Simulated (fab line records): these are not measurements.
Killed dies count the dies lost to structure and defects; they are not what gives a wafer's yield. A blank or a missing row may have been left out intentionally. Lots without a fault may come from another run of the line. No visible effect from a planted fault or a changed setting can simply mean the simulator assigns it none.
A lot that was struck, set against a sound lot / flow sky130 / 27 steps out of a route of 708
Sound: wafers L380.2, L380.3, L380.4. Struck: wafers L369.1, L369.5 (left out: L369.6, a lot-mate that was not struck); the cause follows at the end.
At each step with rows: each side's tool, then ch and its chambers, then its first start. Under that, the readings that differ: sound wafers / struck wafers / difference of the means / sigmas: that difference in standard deviations of wafers without a fault.
alike: a reading whose means differ by less than 2 such deviations, as well as words and numbers matching on both sides. not compared: withheld readings; readings where some wafer has no value; bounds like >300 that might hide an equal value; numbers whose values overlap and for which the record gives no deviation.
Wherever a step has rows on one side only, a row that says differs or no value, or a row with sigmas, the two part there. Numbers that have no deviation but don't overlap get no sigmas and don't part them. A reading missing from all wafers of one side parts the sides only when that side holds two or more wafers.

first, 2 steps without rows for these wafers: SKY_LDD_LDN_PEB_05; SKY_LDD_LDN_DEVELOP_06 (develop time 60 s).
SKY_LDD_LDN_OVL_MEAS_07:
  struck on overlay-02, day 26 14:08; sound on overlay-02, day 29 15:11
  alike: LDD_LDN_OVL
then, 4 steps without rows for these wafers: SKY_LDD_LDN_IMPLANT_08; SKY_LDD_LDN_IMPLANT_09; SKY_LDD_LDN_IMPLANT_10; SKY_LDD_LDN_IMPLANT_11.
SKY_LDD_LDN_STRIP_12: strips in O2/N2.
  sound on plasma-asher-04 ch 0,1, day 29 15:49; struck on plasma-asher-02 ch 0,1, day 26 14:46
reading=drypump-motor-current-A (A); sound=6.5 6.5 6.2; struck=5.6 5.8; difference=-0.7; sigmas=-2
  alike: oes-product-au, strip-time-to-endpoint-s
  not compared: rf-hours-counter-h
SKY_LDD_LDN_TW_MEAS_13:
  struck on film-metro-02, day 26 14:52; sound on film-metro-04, day 29 15:56
  alike: LDD_LDN_TW
then, 2 steps without rows for these wafers: SKY_LDD_LDN_CLEAN_14 (cleans in SC1/SC2, time 150 s); SKY_SPACER_CVD_00 (deposits Si3N4 from DCS/NH3, target thk 43.1 nm, time 740 s).
SKY_SPACER_THK_MEAS_01:
  struck on film-metro-01, day 26 17:18; sound on film-metro-03, day 29 17:15
  alike: SPACER_CVD_00_THK
SKY_SPACER_ETCHBACK_02: etches Si3N4 in CH3F/O2, stops on SiO2, time 46.7 s, target depth 45 nm.
  sound on rie-diel-01 ch 0,2,3, day 29 17:18; struck on rie-diel-03 ch 1, day 26 17:22
reading=drypump-motor-current-A (A); sound=5.7 5.8 4.9; struck=6.5 6.5; difference=+1.0; sigmas=+2
reading=model.SiO2_of_SONOS_ONO_CVD_04.thk-nm (nm); sound=4.17 4.057 4.234; struck=2.256 2.266; difference=-1.893; sigmas=
  alike: bias-w, oes-product-au, throttle-valve-pct
  not compared: rf-hours-counter-h
then, 8 steps without rows for these wafers: SKY_POLY_CUT_DEHYDRATE_00 (time 60 s); SKY_POLY_CUT_HMDS_01 (prime time 60 s); SKY_POLY_CUT_COAT_02 (resist thk 60 nm); SKY_POLY_CUT_COAT_03 (resist thk 450 nm); SKY_POLY_CUT_SOFTBAKE_04 (time 90 s); SKY_POLY_CUT_EXPOSE_05 (exposes mask NPCM, target cd 270 nm); SKY_POLY_CUT_PEB_06; SKY_POLY_CUT_DEVELOP_07 (develop time 60 s).
SKY_POLY_CUT_CD_MEAS_08 targets a cd of 270 nm.
  struck on cd-sem-02, day 27 22:04; sound on cd-sem-02, day 30 20:25
reading=cd-nm (nm); sound=271.7 271.5 272.6; struck=267.2 269.6; difference=-3.5; sigmas=-2
SKY_POLY_CUT_OVL_MEAS_09:
  struck on overlay-02, day 27 22:11; sound on overlay-01, day 30 20:31
reading=POLY_CUT_OVL (nm); sound=-7 -4 -3; struck=9 9; difference=+14; sigmas=+3
SKY_POLY_CUT_ETCH_10: etches BARC in N2/H2, stops on SiO2, time 45.9 s, target depth 60 nm.
  sound on rie-diel-01 ch 0,1,3, day 30 20:33; struck on rie-diel-04 ch 2, day 27 22:13
  alike: bias-w, drypump-motor-current-A, oes-product-au, throttle-valve-pct
  not compared: rf-hours-counter-h
SKY_POLY_CUT_ETCH_11: etches Si3N4 in CF4/CH2F2/Ar, stops on poly-Si, time 42.5 s, target depth 60 nm.
  sound on rie-diel-01 ch 0,1,3, day 30 20:36; struck on rie-diel-04 ch 2, day 27 22:16
reading=oes-product-au (a.u.); sound=0.823 0.817 0.822; struck=0.778 0.779; difference=-0.042; sigmas=-6
reading=model.POLY_CUT.feature-depth-nm (nm); sound=60.33 61.19 60.85; struck=55.35 55.61; difference=-5.31; sigmas=
reading=model.etch.depth-nm (nm); sound=60.33 61.19 60.85; struck=55.35 55.61; difference=-5.31; sigmas=
  alike: bias-w, drypump-motor-current-A, mfc-ar-sccm, throttle-valve-pct
  not compared: rf-hours-counter-h
SKY_POLY_CUT_STRIP_12: strips in O2/N2.
  sound on plasma-asher-04 ch 0,1, day 30 20:38; struck on plasma-asher-04 ch 1, day 27 22:18
reading=strip-time-to-endpoint-s (s); sound=5.337 5.343 5.345; struck=5.387 5.374; difference=+0.039; sigmas=+2
  alike: drypump-motor-current-A, oes-product-au
  not compared: rf-hours-counter-h
-- here the record skips 20 days between the struck wafers' starts before and after, leaving off in module POLY_CUT and picking up in module PAD_OPEN (first step shown: number 708 of the route) --
SKY_PAD_OPEN_PROBE_99:
  struck on prober-01, day 48 09:28; sound on prober-02, day 50 06:39
reading=model.etest.pfet_01v8.r-on-ohm-um; sound=3044 3005 2957; struck=2706 2680; difference=-309; sigmas=
reading=model.etest.res-pdiff.line-ohm-um; sound=1370 1413 1384; struck=1250 1230; difference=-149; sigmas=
reading=model.etest.res-ndiff.line-ohm-um; sound=776.2 784.8 772.1; struck=725.8 721.8; difference=-53.9; sigmas=
reading=model.etest.nfet-g5v0d10v5.r-on-ohm-um; sound=1919 1871 1888; struck=1831 1834; difference=-60; sigmas=
reading=model.etest.sonos-uncharged.r-on-ohm-um; sound=799.8 802.6 811; struck=795.2 781.4; difference=-16.2; sigmas=
reading=model.etest.pfet_01v8.drive-ua-um; sound=179.9 183.7 186.2; struck=208.9 209.4; difference=+25.9; sigmas=
reading=model.etest.nfet_01v8_lvt.drive-ua-um; sound=567.4 561.6 569.8; struck=583.7 575.2; difference=+13.2; sigmas=
reading=model.etest.res-pdiff.rs-ohm-sq; sound=198.2 199.4 197.1; struck=180 180.5; difference=-18; sigmas=
  alike: killed_at_M0_to_M3, killed_at_M4_up, killed-at-contacts, killed-at-front-end, killed-at-other, killed-dies, killed-open, killed-short

== WHERE THEY PART ==
Last at SKY_POLY_CUT_STRIP_12 as far as this record goes, first at SKY_LDD_LDN_STRIP_12. Later steps at which nothing parts them and some readings are alike: SKY_PAD_OPEN_PROBE_99.

WHY: what had been put in by the simulator
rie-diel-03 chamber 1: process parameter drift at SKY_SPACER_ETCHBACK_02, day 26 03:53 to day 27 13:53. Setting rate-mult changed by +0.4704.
